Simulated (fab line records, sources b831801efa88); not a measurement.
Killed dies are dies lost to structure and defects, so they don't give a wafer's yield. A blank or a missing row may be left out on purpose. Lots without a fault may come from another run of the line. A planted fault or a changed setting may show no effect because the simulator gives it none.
Which tool did it? | flow gf180mcu | 14 lots, 42 wafers sampled, at 4 steps of a route of 602

WHAT THE GAUGES READ, wafer by wafer
The record holds no reading of a measuring or inspecting step that can be judged against a usual standard deviation.

WHICH TOOL RAN EACH LOT (tool, then ch and the chambers of the sampled wafers, then the start)
lot  | GF_M2_SPUTTER_03             | GF_M3_SPUTTER_01             | GF_M4_DEVELOP_13                  | GF_MIM_SPUTTER_00
L699 | pvd_sputter-02, day 18 02:03 | pvd_sputter-01, day 20 06:23 | litho_track-02 ch 0, day 23 08:21 | pvd_sputter-04, day 24 09:50
L701 | pvd_sputter-04, day 18 23:56 | pvd_sputter-01, day 21 03:25 | litho_track-01 ch 0, day 24 03:18 | pvd_sputter-01, day 25 04:33
L700 | pvd_sputter-02, day 19 00:22 | pvd_sputter-02, day 21 03:55 | litho_track-02 ch 0, day 24 03:42 | pvd_sputter-04, day 25 05:28
L703 | pvd_sputter-04, day 20 04:55 | pvd_sputter-04, day 22 08:37 | litho_track-03 ch 0, day 25 06:08 | pvd_sputter-02, day 26 06:23
L707 | pvd_sputter-02, day 21 05:23 | pvd_sputter-02, day 23 06:56 | litho_track-02, day 26 03:42      | -
L708 | pvd_sputter-04, day 22 00:57 | pvd_sputter-02, day 24 02:32 | litho_track-03, day 26 20:29      | -
L709 | pvd_sputter-02, day 22 01:19 | pvd_sputter-04, day 24 03:10 | litho_track-03 ch 0, day 26 20:53 | pvd_sputter-04, day 27 20:14
L712 | pvd_sputter-02, day 23 04:20 | pvd_sputter-04, day 25 04:01 | litho_track-01 ch 0, day 27 21:28 | pvd_sputter-02, day 28 19:50
L717 | pvd_sputter-03, day 24 15:14 | pvd_sputter-02, day 26 12:10 | litho_track-02 ch 0, day 29 03:29 | pvd_sputter-02, day 30 01:50
L718 | pvd_sputter-02, day 25 00:35 | pvd_sputter-01, day 26 21:08 | litho_track-01 ch 0, day 29 11:16 | pvd_sputter-04, day 30 08:44
L719 | pvd_sputter-04, day 25 15:55 | pvd_sputter-01, day 27 13:14 | litho_track-01 ch 0, day 30 02:15 | pvd_sputter-01, day 31 00:17
L720 | pvd_sputter-03, day 25 18:04 | pvd_sputter-01, day 27 13:38 | litho_track-01 ch 0, day 30 02:36 | pvd_sputter-04, day 31 00:54
L721 | pvd_sputter-03, day 26 02:08 | pvd_sputter-01, day 27 20:41 | litho_track-03 ch 0, day 30 09:34 | pvd_sputter-01, day 31 06:01
L722 | pvd_sputter-03, day 26 06:14 | pvd_sputter-04, day 28 02:16 | litho_track-03 ch 0, day 30 14:24 | pvd_sputter-01, day 31 10:38
- GF_M2_SPUTTER_03: material Ti, target thk 10 nm, time 6.7 s.
- GF_M3_SPUTTER_01: material TiN, target thk 30 nm, time 25 s.
- GF_M4_DEVELOP_13: develop time 60 s.
- GF_MIM_SPUTTER_00: material Ti, target thk 37.5 nm, time 150 s.

WHAT THE TOOLS THEMSELVES READ (means of the sampled wafers that have a number; where no wafer has one, the mark that the record gives instead)
GF_M2_SPUTTER_03.
lot  | tool           | cathode_dc_power_W (W) | chamber_pressure_pa (Pa) | substrate_temp_c (C) | throttle_valve_pct (%)
L699 | pvd_sputter-02 | 2999.5                 | 0.3001                   | 300.18               | 29.0
L701 | pvd_sputter-04 | 2999.5                 | 0.3006                   | 300.08               | 30.1
L700 | pvd_sputter-02 | 2999.9                 | 0.2995                   | 299.98               | 29.2
L703 | pvd_sputter-04 | 2999.4                 | 0.3002                   | 299.90               | 30.2
L707 | pvd_sputter-02 | 3000.0                 | 0.2996                   | 299.93               | 29.1
L708 | pvd_sputter-04 | 3000.2                 | 0.3004                   | 300.11               | 30.3
L709 | pvd_sputter-02 | 3000.2                 | 0.3006                   | 300.12               | 29.6
L712 | pvd_sputter-02 | 2999.9                 | 0.3002                   | 299.85               | 28.6
L717 | pvd_sputter-03 | 2999.6                 | 0.3001                   | 300.04               | 31.5
L718 | pvd_sputter-02 | 3000.3                 | 0.3002                   | 300.13               | 29.2
L719 | pvd_sputter-04 | 3000.4                 | 0.3002                   | 299.91               | 29.9
L720 | pvd_sputter-03 | 3000.0                 | 0.2994                   | 300.23               | 30.3
L721 | pvd_sputter-03 | 3000.2                 | 0.2996                   | 299.96               | 30.2
L722 | pvd_sputter-03 | 2999.5                 | 0.2995                   | 300.31               | 29.7

GF_M3_SPUTTER_01.
lot  | tool           | cathode_dc_power_W (W) | chamber_pressure_pa (Pa) | throttle_valve_pct (%)
L699 | pvd_sputter-01 | 6500.2                 | 0.4006                   | 29.4
L701 | pvd_sputter-01 | 6500.8                 | 0.3999                   | 29.4
L700 | pvd_sputter-02 | 6501.7                 | 0.4001                   | 29.2
L703 | pvd_sputter-04 | 6499.9                 | 0.3996                   | 30.3
L707 | pvd_sputter-02 | 6498.8                 | 0.3995                   | 29.3
L708 | pvd_sputter-02 | 6500.7                 | 0.4004                   | 29.8
L709 | pvd_sputter-04 | 6499.8                 | 0.4004                   | 30.4
L712 | pvd_sputter-04 | 6499.2                 | 0.4010                   | 29.8
L717 | pvd_sputter-02 | 6500.0                 | 0.4005                   | 30.1
L718 | pvd_sputter-01 | 6500.0                 | 0.4004                   | 29.0
L719 | pvd_sputter-01 | 6500.0                 | 0.3996                   | 29.3
L720 | pvd_sputter-01 | 6499.8                 | 0.3996                   | 29.2
L721 | pvd_sputter-01 | 6500.0                 | 0.3991                   | 29.3
L722 | pvd_sputter-04 | 6499.4                 | 0.3996                   | 30.5

GF_M4_DEVELOP_13.
lot  | tool           | chill_plate_temp_C (C) | resist_line_temp_C (C)
L699 | litho_track-02 | 23.01                  | 23.11
L701 | litho_track-01 | 22.84                  | 22.97
L700 | litho_track-02 | 23.06                  | 22.92
L703 | litho_track-03 | 23.10                  | 22.99
L707 | litho_track-02 | -                      | -
L708 | litho_track-03 | -                      | -
L709 | litho_track-03 | 23.09                  | 23.04
L712 | litho_track-01 | 23.08                  | 22.95
L717 | litho_track-02 | 23.01                  | 23.05
L718 | litho_track-01 | 22.93                  | 22.96
L719 | litho_track-01 | 23.03                  | 23.10
L720 | litho_track-01 | 23.13                  | 22.96
L721 | litho_track-03 | 23.07                  | 22.90
L722 | litho_track-03 | 22.90                  | 23.04

GF_MIM_SPUTTER_00.
lot  | tool           | cathode_dc_power_W (W) | chamber_pressure_pa (Pa) | substrate_temp_c (C) | throttle_valve_pct (%)
L699 | pvd_sputter-04 | 3999.4                 | 1.998                    | 200.02               | 30.0
L701 | pvd_sputter-01 | 3999.8                 | 1.999                    | 199.79               | 28.7
L700 | pvd_sputter-04 | 3999.7                 | 2.002                    | 200.17               | 30.1
L703 | pvd_sputter-02 | 4000.2                 | 1.996                    | 200.01               | 29.7
L709 | pvd_sputter-04 | 3999.6                 | 2.000                    | 200.08               | 29.8
L712 | pvd_sputter-02 | 4000.4                 | 2.002                    | 199.98               | 29.8
L717 | pvd_sputter-02 | 3999.8                 | 1.998                    | 199.92               | 28.5
L718 | pvd_sputter-04 | 4000.6                 | 1.997                    | 199.95               | 30.5
L719 | pvd_sputter-01 | 4000.2                 | 1.997                    | 200.06               | 29.0
L720 | pvd_sputter-04 | 3999.3                 | 2.002                    | 199.93               | 30.2
L721 | pvd_sputter-01 | 3999.9                 | 2.002                    | 200.14               | 29.2
L722 | pvd_sputter-01 | 3999.3                 | 1.996                    | 200.09               | 28.7

THE ANSWER, worked out from the rows above alone
Rule: what is usual is taken from the lots themselves. Put in order of their means at a reading, lots are off if they are a third of the lots or fewer, leave a main group of 4 or more, and stand apart from it by a gap of 3 or more times the standard deviation of the main group's means; of several such gaps the widest counts. A main group whose means are all the same, to the digits that the tables above print for the reading, isn't used. A lot without any number at a reading at which 4 lots or more have one is off too. The other lots that the step has rows for count as sound. The gauges are gone through in route order, then the tools' own readings, and for those a lot's mean is taken as printed above. The first step at which some lot is off is used, and at that step the reading that is off furthest; a lot without a number counts as furthest.
Off: L707, L708, at GF_M4_DEVELOP_13 (chill_plate_temp_C). Without a number there: L707, L708. The main group: mean 23.02 C, standard deviation 0.085.
A tool fits if, at that step or a process step before it, it ran every lot that is off, and no sound lot after the first of them. None of those tried fits.

WHAT THE SIMULATOR HAD PUT IN
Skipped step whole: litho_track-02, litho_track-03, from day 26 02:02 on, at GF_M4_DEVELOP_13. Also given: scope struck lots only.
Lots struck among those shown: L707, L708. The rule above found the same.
